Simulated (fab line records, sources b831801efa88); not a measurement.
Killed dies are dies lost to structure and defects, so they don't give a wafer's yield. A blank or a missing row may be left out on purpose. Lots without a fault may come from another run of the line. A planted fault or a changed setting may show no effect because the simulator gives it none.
One fault seen from 2 desks | flow gf180mcu | each desk has only its own numbers; what lay behind them comes last

THE TOOL OWNER'S DESK: litho_track-03
The tool's own readings at GF_MVPSD_SOFTBAKE_03: means of the sampled wafers that have a number, for each lot that ran on this tool. A lot is out of limits, marked OUT, if its mean lies more than 4 standard deviations from the usual mean; the brackets give that distance.
Columns: A = heater_power_total_W at GF_MVPSD_SOFTBAKE_03, usual 65.31 W; B = plate_temp_C at GF_MVPSD_SOFTBAKE_03, usual 110.02 C
lot  | first seen here | A               | B
L729 | day 5 16:08     | 65.30           | 110.01
L734 | day 6 22:14     | 65.35           | 109.95
L739 | day 8 04:49     | 65.36           | 110.01
L740 | day 8 13:00     | 65.31           | 110.12
L742 | day 8 23:49     | 67.21 (+15) OUT | 112.27 (+16) OUT
L743 | day 9 05:19     | 67.25 (+15) OUT | 112.44 (+17) OUT
This desk's finding: out of limits on L742, L743; first on L742, day 8 23:49 (heater_power_total_W at GF_MVPSD_SOFTBAKE_03). In limits: L729, L734, L739, L740.

THE METROLOGY DESK
What the gauges read, lot by lot, whatever tool the lot ran on: means of the sampled wafers that have a number. A lot is out of limits, marked OUT, if its mean lies more than 4 standard deviations from the usual mean; the brackets give that distance.
Columns: A = CONTACT_W_THK at GF_CONTACT_THK_MEAS_26, usual 286 nm
lot  | first seen here | A
L727 | day 16 18:10    | 287
L728 | day 17 13:14    | 290
L729 | day 18 01:16    | 285
L732 | day 18 17:02    | 281
L734 | day 19 18:29    | 289
L739 | day 21 05:24    | 289
L740 | day 21 18:05    | 283
L741 | day 22 01:02    | 285
L742 | day 22 11:59    | 288
L743 | day 22 16:51    | 284
L745 | day 23 11:35    | 286
This desk's finding: nothing out of limits on any of the 11 lots.

PUT TOGETHER
The tool owner's desk could have raised an alarm at day 8 23:49, on L742, L743.
The metrology desk saw nothing out of limits.
The metrology desk has L742, L743 on record, within its limits.
Of the lots named, all ran GF_MVPSD_SOFTBAKE_03 on litho_track-03.

WHAT THE SIMULATOR HAD PUT IN
Process parameter drift: litho_track-03, from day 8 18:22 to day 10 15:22, at GF_MVPSD_SOFTBAKE_03. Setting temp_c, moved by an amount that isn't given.
Lots struck among those shown: L742, L743.
Hours from the fault's start to each desk's first reading out of limits: the tool owner's desk, 5.
